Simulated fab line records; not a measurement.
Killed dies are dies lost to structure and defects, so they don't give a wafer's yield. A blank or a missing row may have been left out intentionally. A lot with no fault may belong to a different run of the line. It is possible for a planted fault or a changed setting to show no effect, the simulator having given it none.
fab line records + flow sky130
record
- lots=6
- wafers=18
- last-day=50
route steps=708 shown VIA3@587 METAL4@598 PAD_OPEN@708
lots that met no fault: taken from a fault-free run of the same line
start-h: start of the lot's first displayed wafer, in hours after the record's first day + wait-h: hours from the lot's prior step to this one + " same as the row above + L1.1+2: a row that stands for several wafers + - either no value or no given start + * or withheld: withheld + < > ~ a bound
route shown NAME@n: a module of which the file shows steps, and the number in the route of the first + usual: mean and standard deviation over wafers with no fault + same: alike in all rows + chamber/n: place in a boat + sites: per-site readings + _std_site: their standard deviation + _edge_site: inner sites' mean taken away from outer sites' mean + radius-mm: how far each site lies from the wafer's centre + mask NAME#n: copy n + behind: the tool/chamber that last shaped the wafer + hold: cause of the lot's hold/its duration in hours/its outcome + device: the n, p or np transistor that did not switch + end of line: tests run on the same wafers once the route is complete + where a step has no rows: the recipe by itself + killed: not the wafer's yield, but the dies lost to structure and defects at the first sort + map: a wafer's dies, marking killed ones x, the rest . and places with no die _
set.NAME: the run value of the setting; set.NAME@STEP: its run value at that earlier step + model.NAME: the simulator's own value behind a step, which no gauge read
lots at selected steps of the route; one table per step, one row per wafer
services: when a tool's chamber went out of use (start-h, in hours from the record's first day, below 0 if earlier), for how many hours, and the reason
## steps
# step SKY_VIA3_ETCH_14
# recipe
- chemistry=N2/H2
- target=BARC
- ion-energy-ev=200
- source-w=500
- bias-w=100
- pressure-mtorr=30
- n2-flow-sccm=100
- h2-flow-sccm=200
- stop-on=SiO2
- time-s=45.9
- target-depth-a=600
# usual
- drypump-motor-current-A=5.7/0.31
- oes-product-au=0.854/0.0047
- throttle-valve-pct=13.226/0.0099
| lot.wafer | tool        | chamber | start-h | wait-h | drypump-motor-current-A | oes-product-au | rf-hours-counter-h | throttle-valve-pct |
|-----------|-------------|---------|---------|--------|-------------------------|----------------|--------------------|--------------------|
| L347.3    | rie-diel-02 | 3       | 950.82  | 0.0    | 6.2                     | 0.857          | 22                 | 13.222             |
| L347.5    | "           | 1       | "       | "      | 5.1                     | 0.854          | -                  | 13.210             |
| L347.6    | "           | 0       | "       | "      | 5.5                     | 0.845          | -                  | 13.236             |
| L351.4    | rie-diel-01 | 2       | 976.03  | 0.0    | 5.3                     | 0.854          | 11                 | 13.229             |
| L351.5    | "           | 0       | "       | "      | 5.8                     | 0.848          | -                  | 13.208             |
| L351.6    | "           | 3       | "       | "      | 6.0                     | 0.861          | -                  | 13.231             |
| L364.3    | rie-diel-03 | 3       | 1064.47 | 0.0    | 5.9                     | 0.857          | 19                 | 13.214             |
| L364.5    | "           | 2       | "       | "      | 5.7                     | 0.854          | -                  | 13.224             |
| L364.6    | "           | 1       | "       | "      | 6.0                     | 0.861          | -                  | 13.235             |
| L365.1    | rie-diel-03 | 2       | 1068.82 | 0.0    | 5.6                     | 0.851          | 14                 | 13.234             |
| L365.2    | "           | 0       | "       | "      | 6.0                     | 0.846          | 13                 | 13.238             |
| L365.4    | "           | 3       | "       | "      | 5.9                     | 0.854          | 20                 | 13.218             |
| L366.1    | rie-diel-03 | 3       | 1077.22 | 0.0    | 5.9                     | 0.856          | 20                 | 13.220             |
| L366.2    | "           | 2       | "       | "      | 5.6                     | 0.855          | 14                 | 13.234             |
| L366.6    | "           | 0       | "       | "      | 6.0                     | 0.853          | -                  | 13.216             |
| L367.1    | rie-diel-03 | 0       | 1079.92 | 0.0    | 6.1                     | 0.861          | 13                 | 13.234             |
| L367.5    | "           | 1       | "       | "      | 6.0                     | 0.850          | -                  | 13.206             |
| L367.6    | "           | 0       | "       | "      | 6.0                     | 0.849          | -                  | 13.228             |
# step SKY_VIA3_ETCH_15
# recipe
- target=SiO2
- chemistry=C4F8/O2/Ar
- target-depth-nm=507
- stop-on=TiN
- mask-material=KrF-thick
- source-w=1500
- bias-w=1200
- pressure-mtorr=40
- c4f8-flow-sccm=withheld
- O2_flow_sccm=6
- Ar_flow_sccm=300
- time-s=78
# step SKY_VIA3_STRIP_16
# recipe
- chemistry=O2/N2
- power-w=1400
- pressure-mtorr=1500
- platen-temp-c=withheld
- o2-flow-sccm=3000
- n2-flow-sccm=300
- overash-fraction=0.5
# step SKY_VIA3_STRIP_17
# recipe
- chemistry=post-etch-residue-remover
- time-s=1200
- temp-c=72.5
# step SKY_VIA3_CLEAN_18
# recipe
- chemistry=IPA
- time-s=180
- temp-c=25
# step SKY_VIA3_CLEAN_19
# recipe
- chemistry=O3/DIW
- dry=n2-spin
# step SKY_VIA3_SPUTTER_20
# recipe
- material=TiN
- target-thk-nm=20
- chamber-pressure-pa=5
- power-w=4000
- time-s=80
# usual
- throttle-valve-pct=30.0/1
| lot.wafer | tool           | chamber | start-h | wait-h | throttle-valve-pct |
|-----------|----------------|---------|---------|--------|--------------------|
| L347.3    | pvd-sputter-01 | -       | 951.91  | 0.0    | 29.6               |
| L347.5    | "              | -       | "       | "      | 28.5               |
| L347.6    | "              | -       | "       | "      | 29.3               |
| L351.4    | pvd-sputter-04 | -       | 976.76  | 0.0    | 28.1               |
| L351.5    | "              | -       | "       | "      | 32.4               |
| L351.6    | "              | -       | "       | "      | 29.4               |
| L364.3    | pvd-sputter-03 | -       | 1065.69 | 0.0    | 29.0               |
| L364.5    | "              | -       | "       | "      | 30.7               |
| L364.6    | "              | -       | "       | "      | 30.8               |
| L365.1    | pvd-sputter-04 | -       | 1069.55 | 0.0    | 29.4               |
| L365.2    | "              | -       | "       | "      | 32.1               |
| L365.4    | "              | -       | "       | "      | 27.8               |
| L366.1    | pvd-sputter-01 | -       | 1077.91 | 0.0    | 29.4               |
| L366.2    | "              | -       | "       | "      | 28.4               |
| L366.6    | "              | -       | "       | "      | 29.4               |
| L367.1    | pvd-sputter-03 | -       | 1080.61 | 0.0    | 30.7               |
| L367.5    | "              | -       | "       | "      | 31.0               |
| L367.6    | "              | -       | "       | "      | 30.7               |
# step SKY_VIA3_CVD_21
# recipe
- material=W
- target-thk-nm=390
- time-s=117.31
- temp-c=400
- pressure-torr=40
# usual
- heater-power-w=769/33
| lot.wafer | tool     | chamber | start-h | wait-h | heater-power-w |
|-----------|----------|---------|---------|--------|----------------|
| L347.3    | cvd-w-01 | 0       | 952.02  | 0.1    | 769            |
| L347.5    | "        | 1       | "       | "      | 764            |
| L347.6    | "        | 0       | "       | "      | 786            |
| L351.4    | cvd-w-02 | 0       | 976.86  | 0.1    | 787            |
| L351.5    | "        | 0       | "       | "      | 795            |
| L351.6    | "        | 1       | "       | "      | 744            |
| L364.3    | cvd-w-02 | 0       | 1065.79 | 0.1    | 794            |
| L364.5    | "        | 1       | "       | "      | 753            |
| L364.6    | "        | 0       | "       | "      | 820            |
| L365.1    | cvd-w-01 | 0       | 1069.61 | 0.0    | 785            |
| L365.2    | "        | 1       | "       | "      | 750            |
| L365.4    | "        | 1       | "       | "      | 747            |
| L366.1    | cvd-w-01 | 1       | 1077.97 | 0.0    | 751            |
| L366.2    | "        | 0       | "       | "      | 778            |
| L366.6    | "        | 1       | "       | "      | 763            |
| L367.1    | cvd-w-02 | 1       | 1080.67 | 0.0    | 740            |
| L367.5    | "        | 0       | "       | "      | 836            |
| L367.6    | "        | 1       | "       | "      | 748            |
# step SKY_VIA3_RS_MEAS_22
# recipe
- thk-meas-gauge=four-point-probe
- reads=W_of_VIA3_CVD_21+TiN_of_VIA3_SPUTTER_20
# usual
- VIA3_W_RS=0.294/0.0034
| lot.wafer | tool          | chamber | start-h | wait-h | VIA3_W_RS[ohm/sq] |
|-----------|---------------|---------|---------|--------|-------------------|
| L347.3    | film-metro-03 | -       | 952.14  | 0.1    | 0.289             |
| L347.5    | "             | -       | "       | "      | 0.289             |
| L347.6    | "             | -       | "       | "      | 0.289             |
| L351.4    | film-metro-03 | -       | 977.01  | 0.1    | 0.297             |
| L351.5    | "             | -       | "       | "      | 0.296             |
| L351.6    | "             | -       | "       | "      | 0.293             |
| L364.3    | film-metro-03 | -       | 1065.91 | 0.1    | 0.293             |
| L364.5    | "             | -       | "       | "      | 0.296             |
| L364.6    | "             | -       | "       | "      | 0.295             |
| L365.1    | film-metro-03 | -       | 1069.73 | 0.1    | 0.291             |
| L365.2    | "             | -       | "       | "      | 0.292             |
| L365.4    | "             | -       | "       | "      | 0.290             |
| L366.1    | film-metro-03 | -       | 1078.09 | 0.1    | 0.289             |
| L366.2    | "             | -       | "       | "      | 0.291             |
| L366.6    | "             | -       | "       | "      | 0.289             |
| L367.1    | film-metro-03 | -       | 1080.80 | 0.1    | 0.298             |
| L367.5    | "             | -       | "       | "      | 0.296             |
| L367.6    | "             | -       | "       | "      | 0.295             |
# step SKY_VIA3_THK_MEAS_23
# recipe
- thk-meas-gauge=xrf
- reads=W_of_VIA3_CVD_21
# usual
- VIA3_W_THK=391/6.6
| lot.wafer | tool          | chamber | start-h | wait-h | VIA3_W_THK[nm] |
|-----------|---------------|---------|---------|--------|----------------|
| L347.3    | film-metro-03 | -       | 952.24  | 0.1    | 405            |
| L347.5    | "             | -       | "       | "      | 404            |
| L347.6    | "             | -       | "       | "      | 407            |
| L351.4    | film-metro-03 | -       | 977.10  | 0.1    | 388            |
| L351.5    | "             | -       | "       | "      | 389            |
| L351.6    | "             | -       | "       | "      | 396            |
| L364.3    | film-metro-03 | -       | 1066.01 | 0.1    | 394            |
| L364.5    | "             | -       | "       | "      | 392            |
| L364.6    | "             | -       | "       | "      | 386            |
| L365.1    | film-metro-03 | -       | 1069.85 | 0.1    | 394            |
| L365.2    | "             | -       | "       | "      | 399            |
| L365.4    | "             | -       | "       | "      | 397            |
| L366.1    | film-metro-03 | -       | 1078.21 | 0.1    | 400            |
| L366.2    | "             | -       | "       | "      | 396            |
| L366.6    | "             | -       | "       | "      | 399            |
| L367.1    | film-metro-03 | -       | 1080.92 | 0.1    | 382            |
| L367.5    | "             | -       | "       | "      | 388            |
| L367.6    | "             | -       | "       | "      | 385            |
# step SKY_VIA3_CMP_24
# recipe
- stop-on=SiO2
- t-overpolish-s=20
- down-force-psi=3.5
- platen-rpm=60
- target-thk-nm=0
- pad-velocity-m-s=0.94248
# usual
- motor-current-A=11.8/1.5
- overpolish-run-s=20.001/0.0093
- time-to-endpoint-s=93/5.1
| lot.wafer | tool   | chamber | start-h | wait-h | motor-current-A | overpolish-run-s | time-to-endpoint-s |
|-----------|--------|---------|---------|--------|-----------------|------------------|--------------------|
| L347.3    | cmp-01 | 3       | 952.33  | 0.1    | 14.2            | 19.999           | 91                 |
| L347.5    | "      | 2       | "       | "      | 10.7            | 20.011           | 94                 |
| L347.6    | "      | 3       | "       | "      | 14.4            | 20.001           | 95                 |
| L351.4    | cmp-02 | 0       | 977.13  | 0.0    | 11.3            | 20.003           | 102                |
| L351.5    | "      | 0       | "       | "      | 11.7            | 20.005           | 102                |
| L351.6    | "      | 1       | "       | "      | 11.4            | 20.003           | 96                 |
| L364.3    | cmp-02 | 3       | 1066.10 | 0.1    | 11.8            | 20.010           | 91                 |
| L364.6    | "      | 2       | "       | "      | 12.0            | 20.015           | 98                 |
| L364.5    | "      | 3       | "       | "      | 11.2            | 19.997           | 92                 |
| L365.2    | cmp-01 | 2       | 1069.91 | 0.0    | 10.7            | 19.991           | 93                 |
| L365.1    | "      | 3       | "       | "      | 15.1            | 20.001           | 92                 |
| L365.4    | "      | 0       | "       | "      | 11.0            | 19.999           | 85                 |
| L366.2    | cmp-01 | 1       | 1078.27 | 0.0    | 10.4            | 20.011           | 90                 |
| L366.1    | "      | 3       | "       | "      | 15.2            | 19.994           | 91                 |
| L366.6    | "      | 1       | "       | "      | 10.6            | 19.986           | 90                 |
| L367.1    | cmp-02 | 0       | 1081.03 | 0.1    | 11.6            | 19.997           | 101                |
| L367.6    | "      | 3       | "       | "      | 11.2            | 19.999           | 91                 |
| L367.5    | "      | 0       | "       | "      | 11.4            | 20.007           | 100                |
# step SKY_METAL4_SPUTTER_00
# recipe
- material=Ti
- target-thk-nm=15
- power-w=3000
- time-s=10
- chamber-pressure-pa=0.4
# usual
- throttle-valve-pct=29.9/0.81
| lot.wafer | tool           | chamber | start-h | wait-h | throttle-valve-pct |
|-----------|----------------|---------|---------|--------|--------------------|
| L347.3    | pvd-sputter-03 | -       | 952.58  | 0.2    | 30.6               |
| L347.5    | "              | -       | "       | "      | 30.9               |
| L347.6    | "              | -       | "       | "      | 29.1               |
| L351.4    | pvd-sputter-01 | -       | 977.43  | 0.2    | 29.5               |
| L351.5    | "              | -       | "       | "      | 30.1               |
| L351.6    | "              | -       | "       | "      | 29.4               |
| L364.3    | pvd-sputter-03 | -       | 1066.35 | 0.2    | 28.9               |
| L364.5    | "              | -       | "       | "      | 30.6               |
| L364.6    | "              | -       | "       | "      | 28.8               |
| L365.1    | pvd-sputter-03 | -       | 1070.21 | 0.2    | 28.9               |
| L365.2    | "              | -       | "       | "      | 30.7               |
| L365.4    | "              | -       | "       | "      | 30.7               |
| L366.1    | pvd-sputter-02 | -       | 1078.57 | 0.1    | 30.9               |
| L366.2    | "              | -       | "       | "      | 29.0               |
| L366.6    | "              | -       | "       | "      | 30.0               |
| L367.1    | pvd-sputter-01 | -       | 1081.28 | 0.2    | 30.6               |
| L367.5    | "              | -       | "       | "      | 28.7               |
| L367.6    | "              | -       | "       | "      | 29.4               |
# step SKY_METAL4_SPUTTER_01
# recipe
- material=TiN
- target-thk-nm=20
- power-w=6500
- time-s=16.7
- chamber-pressure-pa=0.392
# usual
- throttle-valve-pct=29.9/0.82
| lot.wafer | tool           | chamber | start-h | wait-h | throttle-valve-pct | model.TiN_of_METAL4_SPUTTER_01.thk-nm |
|-----------|----------------|---------|---------|--------|--------------------|---------------------------------------|
| L347.3    | pvd-sputter-03 | -       | 952.60  | 0.0    | 30.5               | 19.92                                 |
| L347.5    | "              | -       | "       | "      | 30.7               | 20.06                                 |
| L347.6    | "              | -       | "       | "      | 28.8               | 19.97                                 |
| L351.4    | pvd-sputter-01 | -       | 977.45  | 0.0    | 29.6               | 20.11                                 |
| L351.5    | "              | -       | "       | "      | 30.5               | 20.29                                 |
| L351.6    | "              | -       | "       | "      | 29.3               | 20.14                                 |
| L364.3    | pvd-sputter-03 | -       | 1066.37 | 0.0    | 28.7               | 7.73                                  |
| L364.5    | "              | -       | "       | "      | 30.8               | 7.478                                 |
| L364.6    | "              | -       | "       | "      | 28.9               | 7.812                                 |
| L365.1    | pvd-sputter-03 | -       | 1070.24 | 0.0    | 28.8               | 7.847                                 |
| L365.2    | "              | -       | "       | "      | 31.0               | 7.764                                 |
| L365.4    | "              | -       | "       | "      | 30.9               | 7.761                                 |
| L366.1    | pvd-sputter-02 | -       | 1078.60 | 0.0    | 30.7               | 20.57                                 |
| L366.2    | "              | -       | "       | "      | 29.1               | 20.17                                 |
| L366.6    | "              | -       | "       | "      | 29.7               | 20.57                                 |
| L367.1    | pvd-sputter-01 | -       | 1081.30 | 0.0    | 30.8               | 20.05                                 |
| L367.5    | "              | -       | "       | "      | 28.5               | 20.34                                 |
| L367.6    | "              | -       | "       | "      | 29.1               | 20.08                                 |
# step SKY_METAL4_SPUTTER_02
# recipe
- material=AlCu
- target-thk-nm=735
- power-w=10600
- time-s=39.1
- chamber-pressure-pa=0.4
# step SKY_PAD_OPEN_PROBE_99
# usual
- defect-limited-yield=82.9/2
- killed_at_M0_to_M3=43/7
- killed_at_M4_up=3.0/1.9
- killed-at-contacts=24/4.6
- killed-at-front-end=15/4.1
- killed-at-other=0.3/0.52
- killed-dies=84/9.7
- killed-open=46/6.9
- killed-short=38/6.8
- sort_bin_3_pad_short=0.8/0.41
- sort_bin_5_function=10.2/1.5
- sort_bin_6_memory=6.1/1.1
- sort-n-pass=408/9.7
- sort-yield-pct=82.9/2
# same
- gross-dies=492
- killed-at-back-side=0
- sort_bin_4_leakage[%]=0
- sort_bin_8_speed[%]=0
| lot.wafer | tool      | chamber | start-h | wait-h | defect-limited-yield[%] | killed_at_M0_to_M3 | killed_at_M4_up | killed-at-contacts | killed-at-front-end | killed-at-other | killed-dies | killed-open | killed-short | sort_bin_3_pad_short[%] | sort_bin_5_function[%] | sort_bin_6_memory[%] | sort-n-pass | sort-yield-pct[%] |
|-----------|-----------|---------|---------|--------|-------------------------|--------------------|-----------------|--------------------|---------------------|-----------------|-------------|-------------|--------------|-------------------------|------------------------|----------------------|-------------|-------------------|
| L347.3    | prober-02 | -       | 1094.34 | 0.2    | 85.0                    | 44                 | 1               | 20                 | 9                   | 0               | 74          | 42          | 32           | 0.6                     | 9.3                    | 5.1                  | 418         | 85.0              |
| L347.5    | prober-02 | -       | 1094.44 | 0.2    | 85.4                    | 28                 | 4               | 25                 | 15                  | 0               | 72          | 32          | 40           | 0.8                     | 8.3                    | 5.5                  | 420         | 85.4              |
| L347.6    | prober-02 | -       | 1094.49 | 0.2    | 87.2                    | 34                 | 2               | 19                 | 8                   | 0               | 63          | 37          | 26           | 0.6                     | 9.1                    | 3.0                  | 429         | 87.2              |
| L364.3    | prober-02 | -       | 1185.27 | 0.2    | 86.2                    | 31                 | 3               | 20                 | 14                  | 0               | 68          | 37          | 29           | 0.4                     | 8.5                    | 4.9                  | 424         | 86.2              |
| L364.5    | prober-02 | -       | 1185.37 | 0.2    | 83.7                    | 50                 | 2               | 20                 | 8                   | 0               | 80          | 55          | 25           | 0.2                     | 11.4                   | 4.7                  | 412         | 83.7              |
| L364.6    | prober-02 | -       | 1185.42 | 0.2    | 83.5                    | 48                 | 2               | 14                 | 17                  | 0               | 81          | 35          | 43           | 1.2                     | 10.0                   | 5.3                  | 411         | 83.5              |
| L366.1    | prober-02 | -       | 1194.58 | 0.1    | 82.1                    | 43                 | 3               | 22                 | 20                  | 0               | 88          | 44          | 44           | 1.0                     | 10.8                   | 6.1                  | 404         | 82.1              |
| L366.2    | prober-02 | -       | 1194.63 | 0.1    | 81.7                    | 42                 | 0               | 27                 | 21                  | 0               | 90          | 46          | 44           | 1.2                     | 11.2                   | 5.9                  | 402         | 81.7              |
| L366.6    | prober-02 | -       | 1194.83 | 0.2    | 80.7                    | 52                 | 1               | 25                 | 16                  | 1               | 95          | 43          | 52           | 1.0                     | 11.6                   | 6.7                  | 397         | 80.7              |
# killed by level:class
L347.3 VIA2:geometric-particle:open=10 VIA1:geometric-particle:open=10 LI_CONTACT:geometric-particle:open=6 CONTACT:geometric-particle:open=6 VIA1:geometric-particle:short=6 LOCAL_INTERCONNECT:geometric-particle:short=4 METAL2:geometric-particle:short=4 FIELD_ISO:geometric-particle:short=3
L347.5 LI_CONTACT:geometric-particle:open=8 VIA1:geometric-particle:short=8 VIA1:geometric-particle:open=6 LOCAL_INTERCONNECT:geometric-particle:short=5 CONTACT:geometric-particle:open=5 FIELD_ISO:geometric-particle:short=4 LI_CONTACT:geometric-particle:short=4 FIELD_ISO:geometric-particle:open=3
L347.6 VIA1:geometric-particle:open=8 LI_CONTACT:geometric-particle:open=7 CONTACT:geometric-particle:open=6 VIA1:geometric-particle:short=6 LOCAL_INTERCONNECT:geometric-particle:short=4 VIA3:geometric-particle:open=4 METAL2:geometric-particle:short=4 FIELD_ISO:geometric-particle:short=3
L364.3 LI_CONTACT:geometric-particle:open=6 VIA1:geometric-particle:open=6 LI_CONTACT:geometric-particle:short=5 CONTACT:geometric-particle:open=5 METAL1:geometric-particle:short=5 VIA2:geometric-particle:short=5 FIELD_ISO:geometric-particle:open=4 POLY_GATE:geometric-particle:short=4
L364.5 VIA1:geometric-particle:open=14 VIA2:geometric-particle:open=12 LI_CONTACT:geometric-particle:open=7 METAL2:geometric-particle:short=6 CONTACT:geometric-particle:open=5 METAL2:geometric-particle:open=4 CONTACT:geometric-particle:short=4 VIA2:geometric-particle:short=3
L364.6 VIA1:geometric-particle:open=10 METAL1:geometric-particle:short=7 METAL2:geometric-particle:short=6 CONTACT:geometric-particle:open=5 CONTACT:geometric-particle:short=5 VIA1:geometric-particle:short=5 VIA2:geometric-particle:short=4 VIA3:geometric-particle:short=4
L366.1 VIA1:geometric-particle:open=8 VIA2:geometric-particle:open=7 CONTACT:geometric-particle:open=7 LI_CONTACT:geometric-particle:open=6 CONTACT:geometric-particle:short=6 METAL3:geometric-particle:short=6 METAL1:geometric-particle:short=5 VIA2:geometric-particle:short=5
L366.2 CONTACT:geometric-particle:short=8 VIA3:geometric-particle:open=8 CONTACT:geometric-particle:open=7 VIA2:geometric-particle:open=7 FIELD_ISO:geometric-particle:short=6 LI_CONTACT:geometric-particle:open=6 LOCAL_INTERCONNECT:geometric-particle:short=6 METAL1:geometric-particle:short=6
L366.6 LI_CONTACT:geometric-particle:open=8 VIA2:geometric-particle:open=8 VIA3:geometric-particle:open=8 VIA1:geometric-particle:short=7 METAL1:geometric-particle:short=7 POLY_GATE:geometric-particle:short=6 CONTACT:geometric-particle:open=6 METAL2:geometric-particle:short=6
## services
| tool           | chamber | start-h | hours | kind                           |
|----------------|---------|---------|-------|--------------------------------|
| cmp-01         | -       | 928.25  | -     | consumable-replace:conditioner |
| cmp-01         | -       | 928.25  | -     | consumable-replace:pad         |
| rie-diel-03    | -       | 931.86  | 0.5   | repair                         |
| cmp-01         | -       | 934.09  | 0.4   | repair                         |
| rie-diel-01    | 1       | 934.91  | 21.7  | repair                         |
| pvd-sputter-02 | -       | 937.96  | 15.0  | repair                         |
| cmp-02         | -       | 951.13  | 0.7   | repair                         |
| rie-diel-03    | 3       | 954.49  | 11.0  | repair                         |
| rie-diel-02    | 3       | 975.16  | 3.4   | repair                         |
| cvd-w-01       | 0       | 977.90  | 3.7   | repair                         |
| pvd-sputter-03 | -       | 987.66  | 2.1   | repair                         |
| cmp-02         | -       | 989.56  | 0.9   | repair                         |
| pvd-sputter-02 | 2       | 994.37  | -     | consumable-replace:kit         |
| rie-diel-03    | 0       | 996.51  | 8.5   | repair                         |
| rie-diel-02    | -       | 998.45  | 2.8   | pm                             |
| rie-diel-03    | 1       | 1020.61 | 2.5   | repair                         |
| pvd-sputter-03 | 3       | 1028.91 | -     | consumable-replace:kit         |
| pvd-sputter-03 | 3       | 1028.91 | 18.0  | scheduled-down                 |
| pvd-sputter-03 | 3       | 1028.91 | 18.0  | vent-cycle                     |
| cmp-02         | -       | 1048.19 | 5.5   | pm                             |
| pvd-sputter-01 | -       | 1051.26 | 1.4   | repair                         |
| pvd-sputter-03 | -       | 1060.25 | 1.5   | repair                         |
| cmp-01         | -       | 1060.54 | 0.8   | repair                         |
| pvd-sputter-01 | -       | 1065.12 | 0.6   | repair                         |
## key
first-sign none at tools or gauges
model-effect
- step=SKY_METAL4_SPUTTER_01
- value=TiN_of_METAL4_SPUTTER_01.thk-nm
- without=19.76
- struck=7.732
met-at SKY_METAL4_SPUTTER_01
struck-wafers L364.3,L364.5,L364.6,L365.1,L365.2,L365.4
onset-between 952.60 1066.37
also-fits SKY_METAL4_SPUTTER_00:pvd-sputter-03
fault
- kind=process-parameter-drift
- tool=pvd-sputter-03
- chamber=-
- onset-h=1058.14
- steps=SKY_METAL4_SPUTTER_01
- channel=target-thk-nm
- offset=-11.989
- shape=step
- end-h=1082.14
- acts-in=these-recipes-only
- stated=20
